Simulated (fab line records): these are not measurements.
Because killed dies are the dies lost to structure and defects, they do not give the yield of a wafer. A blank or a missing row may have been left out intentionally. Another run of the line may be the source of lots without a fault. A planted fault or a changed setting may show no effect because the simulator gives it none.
Chamber matching :: flow sky130 :: 4 sister chambers for SKY_POLY_GATE_ETCH_17 on rieSi-01
The step etches poly-Si in HBr/Cl2, stops on SiO2, target depth 180 nm, time 70.5 s. 4 wafers are shown with their chamber, then 9 later ones without.

## WAFERS, EACH WITH ITS CHAMBER
wafer: L856.5
chamber: 3
drypumpMotorCurrentA (A): 5.68

wafer: L859.1
chamber: 0
drypumpMotorCurrentA (A): 5.38

wafer: L859.5
chamber: 1
drypumpMotorCurrentA (A): 5.55

wafer: L859.6
chamber: 2
drypumpMotorCurrentA (A): 6.04

## WAFERS WITH NO CHAMBER GIVEN
wafer: L861.2
drypumpMotorCurrentA (A): 5.38

wafer: L861.3
drypumpMotorCurrentA (A): 6.03

wafer: L861.4
drypumpMotorCurrentA (A): 5.53

wafer: L865.1
drypumpMotorCurrentA (A): 5.52

wafer: L865.3
drypumpMotorCurrentA (A): 5.67

wafer: L865.6
drypumpMotorCurrentA (A): 5.54

wafer: L869.1
drypumpMotorCurrentA (A): 5.40

wafer: L869.3
drypumpMotorCurrentA (A): 5.69

wafer: L869.6
drypumpMotorCurrentA (A): 5.67

## CHAMBER TAKEN BY EACH
wafer: L861.2
from the rows above: 0
in truth: 0

wafer: L861.3
from the rows above: 2
in truth: 2

wafer: L861.4
from the rows above: 1
in truth: 1

wafer: L865.1
from the rows above: 1
in truth: 1

wafer: L865.3
from the rows above: 3
in truth: 3

wafer: L865.6
from the rows above: 1
in truth: 1

wafer: L869.1
from the rows above: 0
in truth: 0

wafer: L869.3
from the rows above: 3
in truth: 3

wafer: L869.6
from the rows above: 3
in truth: 3
Placed correctly: 9 of 9. Left unplaced by these rows: 0. Placed wrongly: 0.
How it was worked out, from the rows above alone: a wafer's distance from a chamber is the root of the sum, over the readings, of the square of ((its reading less the chamber's mean) divided by the reading's scatter). If the next closest chamber is less than 2 further off than the closest, the wafer can't be placed; otherwise it belongs to the closest. The mean given for a chamber averages the wafers shown for that chamber. The scatter: root of mean squared gap, hidden wafer to nearest shown wafer, with one shown wafer a chamber.
